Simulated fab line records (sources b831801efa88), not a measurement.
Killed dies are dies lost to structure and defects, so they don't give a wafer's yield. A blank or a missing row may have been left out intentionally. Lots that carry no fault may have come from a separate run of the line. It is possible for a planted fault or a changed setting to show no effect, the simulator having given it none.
Struck lot and sound lot, side by side ; flow sky130 ; 14 steps out of a route of 708
Sound: the wafers L491.1, L491.4, L491.5. Wafers struck: L484.1, L484.3, L484.5. The cause is given at the end.
Per side, at each step with rows, come the tool, then ch with its chambers, and then its first start. Under that, the readings that differ: sound wafers ; struck wafers ; difference of the means ; sigmas: that difference in standard deviations of wafers without a fault.
alike: readings with means less than 2 such deviations apart, plus words and numbers identical on both sides. not compared: withheld readings, readings lacking a value on some wafer, bounds such as >300 that could conceal the same value, and numbers that have no deviation in the record and whose values overlap.
Wherever a step has rows on one side only, a row that says differs or no value, or a row with sigmas, the two part there. When numbers do not overlap yet have no deviation, they are printed without sigmas and do not part them. A reading that every wafer of one side lacks parts them only if that side has two wafers or more.

first, 4 steps without rows for these wafers: SKY_VT_ADJUST_LVTN_SOFTBAKE_14 (time 60 s); SKY_VT_ADJUST_LVTN_EXPOSE_15 (exposes mask HVN STD DERIVED, target cd 600 nm); SKY_VT_ADJUST_LVTN_PEB_16; SKY_VT_ADJUST_LVTN_DEVELOP_17 (develop time 60 s).
SKY_VT_ADJUST_LVTN_OVL_MEAS_18:
  sound on overlay-02 at day 12 09:22; struck on overlay-01 at day 10 10:58
  alike: VT_ADJUST_LVTN_01_OVL
then, 1 step without rows for these wafers: SKY_VT_ADJUST_LVTN_IMPLANT_19.
SKY_VT_ADJUST_LVTN_STRIP_20: strips in O2/N2.
  sound on plasma_asher-03 ch 0,1, day 12 09:33; struck on plasma_asher-03 ch 1, day 10 11:09
  alike: drypump_motor_current_A, oes_product_au, strip_time_to_endpoint_s
  not compared: rf_hours_counter_h
SKY_VT_ADJUST_LVTN_TW_MEAS_21:
  sound on film_metro-03 at day 12 09:39; struck on film_metro-03 at day 10 11:15
  alike: VT_ADJUST_LVTN_2_TW
then, 4 steps without rows for these wafers: SKY_VT_ADJUST_NCORE_DEHYDRATE_00 (time 60 s); SKY_VT_ADJUST_NCORE_HMDS_01 (prime time 60 s); SKY_VT_ADJUST_NCORE_COAT_02 (resist thk 1140 nm); SKY_VT_ADJUST_NCORE_SOFTBAKE_03 (time 60 s).
SKY_VT_ADJUST_NCORE_EXPOSE_04: exposes mask LVTN COMPLEMENT THIN, target cd 380 nm.
  sound on iline_stepper-01 ch 0, day 12 21:31; struck on iline_stepper-01, day 10 23:31
  no value came back on the struck wafers for exposure_dose_mJ_cm2, focus_offset_nm (nm), na; on the sound wafers exposure_dose_mJ_cm2 reads 138.84 139.03 138.70
  alike: mask
then, 1 step without rows for these wafers: SKY_VT_ADJUST_NCORE_PEB_05.

== WHERE THEY PART ==
Only at SKY_VT_ADJUST_NCORE_EXPOSE_04, within this record.

WHY: what the simulator had put in
Skipped step whole: iline_stepper-01, from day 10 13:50 on, at SKY_VT_ADJUST_NCORE_EXPOSE_04. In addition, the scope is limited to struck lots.
